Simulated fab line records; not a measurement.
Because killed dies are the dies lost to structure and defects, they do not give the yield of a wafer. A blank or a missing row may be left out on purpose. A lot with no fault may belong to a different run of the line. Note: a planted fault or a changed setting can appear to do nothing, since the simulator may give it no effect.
fab line records -- flow sky130 -- part 2 of 2: steps 27 to 37 of 37
record lots=5, wafers=15, lastDay=50
route steps=708 shown LDD_LDN@292 SPACER@304 POLY_CUT@307 SD_P@320
lots that met no fault: taken from a fault-free run of the same line
startH: the number of hours between the record's first day and the start of the first shown wafer of the lot -- waitH: time in hours since the lot's previous step -- " identical to the entry in the row above -- L1.1+2: several wafers, shown together as one row -- - no value, or no start was given -- * or withheld: withheld -- < > ~ a bound
route shown NAME@n: NAME is a module with steps in the file, n the number in the route of the first one -- usual: mean and standard deviation over wafers with no fault -- same: alike in all rows -- chamber/n: place in a boat -- sites: each site's reading -- _std_site: standard deviation of those values -- _edge_site: the outer-site mean with the inner-site mean subtracted -- radiusMm: how far each site lies from the wafer's centre -- mask NAME#n: copy n -- behind: tool/chamber where the wafer was last shaped -- hold: what put the lot on hold/how long, in hours/how the hold closed -- device: the transistor (n, p or np) that didn't switch -- end of line: tests run on the same wafers once the route is complete -- for a step that has no rows: nothing shown but its recipe -- killed: dies that structure and defects cost at the first sort, which is not the same as the wafer's yield -- map: dies across one wafer; x = killed, . = not, _ = none there
set.NAME: the setting as run; set.NAME@STEP: as run at that earlier step -- model.NAME: the simulator's own value behind a step, which no gauge read
a table for each step, a row for each wafer; lots at some steps of the route
services: a tool's chamber out of use, with start hour (startH, from the record's first day; less than 0 if before it), hours out, and reason
## steps
# step SKY_POLY_CUT_ETCH_11
# recipe target=Si3N4, chemistry=CF4/CH2F2/Ar, stopOn=poly-Si, sourceW=600, biasW=150, pressureMtorr=40, cf4FlowSccm=40, ch2f2FlowSccm=20, Ar_flow_sccm=150, timeS=42.5, targetDepthA=600
# usual chamberPressureMTorr=40.00/0.037, drypumpMotorCurrentA=5.8/0.45, oesProductAu=0.828/0.0064, throttleValvePct=14.993/0.0088
lot.wafer,tool,chamber,startH,waitH,chamberPressureMTorr,drypumpMotorCurrentA,oesProductAu,rfHoursCounterH,throttleValvePct
L078.1,rieDiel-02,1,598.91,0.0,40.05,6.7,0.835,1,14.986
L078.4,rieDiel-02,0,598.91,0.0,40.00,6.1,0.834,-,14.999
L078.6,rieDiel-02,1,598.91,0.0,40.01,6.7,0.833,-,15.006
L083.2,rieDiel-02,2,633.06,0.0,40.05,4.9,0.835,4,14.990
L083.3,rieDiel-02,0,633.06,0.0,39.95,6.2,0.827,57,15.005
L083.5,rieDiel-02,2,633.06,0.0,40.07,4.9,0.826,-,14.984
L086.2,rieDiel-01,0,675.87,0.0,39.98,6.2,0.802,20,15.001
L086.3,rieDiel-01,1,675.87,0.0,40.06,5.6,0.821,9,15.005
L086.6,rieDiel-01,2,675.87,0.0,39.95,5.7,0.819,-,14.993
L090.3,rieDiel-01,2,688.72,0.0,40.02,5.7,0.831,24,14.982
L090.4,rieDiel-01,0,688.72,0.0,40.01,6.2,0.820,20,14.984
L090.6,rieDiel-01,1,688.72,0.0,40.04,5.6,0.833,-,15.003
L094.1,rieDiel-03,2,737.37,0.0,39.94,5.4,0.822,10,15.000
L094.3,rieDiel-03,0,737.37,0.0,40.08,5.7,0.822,21,15.004
L094.6,rieDiel-03,1,737.37,0.0,40.03,5.6,0.825,-,14.994
# step SKY_POLY_CUT_STRIP_12
# recipe chemistry=O2/N2, powerW=1400, pressureMtorr=1500, platenTempC=withheld, o2FlowSccm=3000, n2FlowSccm=300, overashFraction=0.5
# usual chamberPressureMTorr=1499.9/1.3, drypumpMotorCurrentA=5.73/0.26, oesProductAu=0.452/0.0048, stripTimeToEndpointS=5.347/0.018
lot.wafer,tool,chamber,startH,waitH,chamberPressureMTorr,drypumpMotorCurrentA,oesProductAu,rfHoursCounterH,stripTimeToEndpointS
L078.1,plasmaAsher-03,1,598.95,0.0,1500.6,5.27,0.450,44,5.334
L078.4,plasmaAsher-03,1,598.95,0.0,1500.3,5.27,0.451,-,5.322
L078.6,plasmaAsher-03,1,598.95,0.0,1499.8,5.28,0.451,-,5.341
L083.2,plasmaAsher-01,1,633.10,0.0,1501.5,5.72,0.448,20,5.345
L083.3,plasmaAsher-01,1,633.10,0.0,1501.5,5.69,0.450,-,5.343
L083.5,plasmaAsher-01,0,633.10,0.0,1501.5,5.84,0.457,-,5.358
L086.2,plasmaAsher-04,0,675.91,0.0,1499.2,5.58,0.443,100,5.338
L086.3,plasmaAsher-04,1,675.91,0.0,1500.6,6.00,0.446,-,5.345
L086.6,plasmaAsher-04,0,675.91,0.0,1499.9,5.60,0.446,-,5.340
L090.3,plasmaAsher-03,1,688.79,0.1,1501.5,5.30,0.438,-,5.331
L090.4,plasmaAsher-03,0,688.79,0.1,1498.5,5.99,0.455,-,5.349
L090.6,plasmaAsher-03,0,688.79,0.1,1498.2,6.04,0.458,-,5.343
L094.1,plasmaAsher-03,1,737.41,0.0,1498.8,5.27,0.450,59,5.339
L094.3,plasmaAsher-03,1,737.41,0.0,1500.3,5.29,0.453,-,5.339
L094.6,plasmaAsher-03,0,737.41,0.0,1498.7,6.08,0.445,-,5.312
# step SKY_SD_P_DEHYDRATE_00
# recipe tempC=200, timeS=60
# usual heaterPowerTotalW=160.36/0.13
lot.wafer,tool,chamber,startH,waitH,heaterPowerTotalW
L078.1,lithoTrack-03,0,612.77,13.8,160.31
L078.4,lithoTrack-03,0,612.77,13.8,160.33
L078.6,lithoTrack-03,0,612.77,13.8,160.41
L083.2,lithoTrack-03,0,646.49,13.4,160.62
L083.3,lithoTrack-03,0,646.49,13.4,160.57
L083.5,lithoTrack-03,0,646.49,13.4,160.18
L086.2,lithoTrack-01,0,689.70,13.8,160.31
L086.3,lithoTrack-01,0,689.70,13.8,160.41
L086.6,lithoTrack-01,0,689.70,13.8,160.46
L090.3,lithoTrack-02,0,702.63,13.8,160.50
L090.4,lithoTrack-02,0,702.63,13.8,160.49
L090.6,lithoTrack-02,0,702.63,13.8,160.16
L094.1,lithoTrack-03,0,751.12,13.7,160.23
L094.3,lithoTrack-03,0,751.12,13.7,160.21
L094.6,lithoTrack-03,0,751.12,13.7,160.46
# step SKY_SD_P_HMDS_01
# recipe primeTimeS=60, primeTempC=120
lot.wafer,tool,chamber,startH,waitH
L078.1+4+6,lithoTrack-03,0,612.92,0.1
L083.2+3+5,lithoTrack-03,0,646.64,0.1
L086.2+3+6,lithoTrack-01,0,689.85,0.1
L090.3+4+6,lithoTrack-02,0,702.78,0.1
L094.1+3+6,lithoTrack-03,0,751.27,0.1
# step SKY_SD_P_COAT_02
# recipe resist=NOVOLAK, spinRpm=3000, resistThkNm=1140
lot.wafer,tool,chamber,startH,waitH
L078.1+4+6,lithoTrack-03,0,613.07,0.1
L083.2+3+5,lithoTrack-03,0,646.79,0.1
L086.2+3+6,lithoTrack-01,0,690.00,0.1
L090.3+4+6,lithoTrack-02,0,702.93,0.1
L094.1+3+6,lithoTrack-03,0,751.42,0.1
# step SKY_SD_P_SOFTBAKE_03
# recipe tempC=90, timeS=60, resist=NOVOLAK
# usual heaterPowerTotalW=56.60/0.045
lot.wafer,tool,chamber,startH,waitH,heaterPowerTotalW
L078.1,lithoTrack-03,0,613.22,0.1,56.62
L078.4,lithoTrack-03,0,613.22,0.1,56.56
L078.6,lithoTrack-03,0,613.22,0.1,56.62
L083.2,lithoTrack-03,0,646.94,0.1,56.50
L083.3,lithoTrack-03,0,646.94,0.1,56.67
L083.5,lithoTrack-03,0,646.94,0.1,56.64
L086.2,lithoTrack-01,0,690.15,0.1,56.61
L086.3,lithoTrack-01,0,690.15,0.1,56.62
L086.6,lithoTrack-01,0,690.15,0.1,56.54
L090.3,lithoTrack-02,0,703.08,0.1,56.60
L090.4,lithoTrack-02,0,703.08,0.1,56.55
L090.6,lithoTrack-02,0,703.08,0.1,56.60
L094.1,lithoTrack-03,0,751.57,0.1,56.58
L094.3,lithoTrack-03,0,751.57,0.1,56.58
L094.6,lithoTrack-03,0,751.57,0.1,56.59
# step SKY_SD_P_EXPOSE_04
# recipe maskId=PSDM, na=0.6, sourceShape=conventional, sigmaOuter=0.6, polarization=unpolarized, targetCdNm=380, doseMj=138
# same sigmaOuter=0.6
lot.wafer,tool,chamber,startH,waitH,mask
L078.1+4+6,ilineStepper-01,0,-,-,PSDM#0
L083.2+3+5,ilineStepper-01,0,-,-,PSDM#0
L086.2+3+6,ilineStepper-02,0,-,-,PSDM#0
L090.3+4+6,ilineStepper-01,0,-,-,PSDM#0
L094.1+3+6,ilineStepper-01,0,-,-,PSDM#0
# step SKY_SD_P_PEB_05
# recipe tempC=withheld, timeS=*, resist=NOVOLAK
lot.wafer,tool,chamber,startH,waitH
L078.1+4+6,lithoTrack-02,0,-,-
L083.2+3+5,lithoTrack-02,0,-,-
L086.2+3+6,lithoTrack-03,0,-,-
L090.3+4+6,lithoTrack-01,0,-,-
L094.1+3+6,lithoTrack-03,0,-,-
# step SKY_SD_P_DEVELOP_06
# recipe resist=NOVOLAK, developer=TMAH, developTimeS=60, devTempC=23
# same developTimeS=60
lot.wafer,tool,chamber,startH,waitH
L078.1+4+6,lithoTrack-02,0,627.28,0.1
L083.2+3+5,lithoTrack-02,0,661.71,0.1
L086.2+3+6,lithoTrack-03,0,703.39,0.1
L090.3+4+6,lithoTrack-01,0,716.37,0.1
L094.1+3+6,lithoTrack-03,0,764.62,0.1
# step SKY_SD_P_CD_MEAS_07
# recipe targetCdNm=380
# usual cdNm=379.6/2.6
lot.wafer,tool,chamber,startH,waitH,cdNm
L078.1,cdSem-02,-,627.43,0.1,376.9
L078.4,cdSem-02,-,627.43,0.1,375.6
L078.6,cdSem-02,-,627.43,0.1,376.4
L083.2,cdSem-01,-,661.85,0.1,381.1
L083.3,cdSem-01,-,661.85,0.1,380.2
L083.5,cdSem-01,-,661.85,0.1,384.3
L086.2,cdSem-02,-,703.54,0.1,379.4
L086.3,cdSem-02,-,703.54,0.1,379.1
L086.6,cdSem-02,-,703.54,0.1,380.0
L090.3,cdSem-01,-,716.51,0.1,380.9
L090.4,cdSem-01,-,716.51,0.1,380.6
L090.6,cdSem-01,-,716.51,0.1,378.3
L094.1,cdSem-02,-,764.77,0.1,378.1
L094.3,cdSem-02,-,764.77,0.1,377.3
L094.6,cdSem-02,-,764.77,0.1,377.0
# step SKY_SD_P_OVL_MEAS_08
# usual SD_P_OVL=-0.1/1.5
lot.wafer,tool,chamber,startH,waitH,SD_P_OVL[nm]
L078.1,overlay-01,-,627.55,0.1,0.5
L078.4,overlay-01,-,627.55,0.1,0.7
L078.6,overlay-01,-,627.55,0.1,0.4
L083.2,overlay-02,-,661.96,0.1,2.0
L083.3,overlay-02,-,661.96,0.1,2.6
L083.5,overlay-02,-,661.96,0.1,0.5
L086.2,overlay-01,-,703.64,0.1,0.4
L086.3,overlay-01,-,703.64,0.1,0.6
L086.6,overlay-01,-,703.64,0.1,0.1
L090.3,overlay-02,-,716.60,0.1,-3.2
L090.4,overlay-02,-,716.60,0.1,-4.1
L090.6,overlay-02,-,716.60,0.1,0.1
L094.1,overlay-01,-,764.89,0.1,0.3
L094.3,overlay-01,-,764.89,0.1,1.0
L094.6,overlay-01,-,764.89,0.1,0.9
## services
tool,chamber,startH,hours,kind
rieDiel-03,2,529.80,3.3,repair
implanter-04,-,532.23,3.4,repair
lpcvd-02,-,541.99,0.8,repair
rieDiel-02,2,543.98,3.5,repair
krfScanner-01,-,546.14,3.6,pm
krfScanner-01,-,549.69,0.8,pm
rieDiel-03,1,583.44,10.1,repair
ilineStepper-01,-,587.19,2.1,pm
rieDiel-03,3,588.05,16.3,repair
rieDiel-03,0,591.32,7.5,repair
krfScanner-01,-,596.74,17.3,repair
implanter-02,-,597.45,4.5,pm
rieDiel-01,0,599.41,6.5,repair
lpcvd-02,-,616.72,14.6,pm
rieDiel-03,0,642.48,4.2,repair
rieDiel-03,3,645.35,2.8,repair
rieDiel-03,3,654.98,14.0,repair
ilineStepper-01,-,662.77,15.9,repair
lpcvd-02,-,691.73,2.8,pm
lpcvd-02,-,704.61,0.2,repair
ilineStepper-01,-,705.60,1.7,pm
implanter-02,-,714.38,2.7,repair
lpcvd-02,-,723.15,6.1,pm
rieDiel-01,-,725.21,15.6,pm
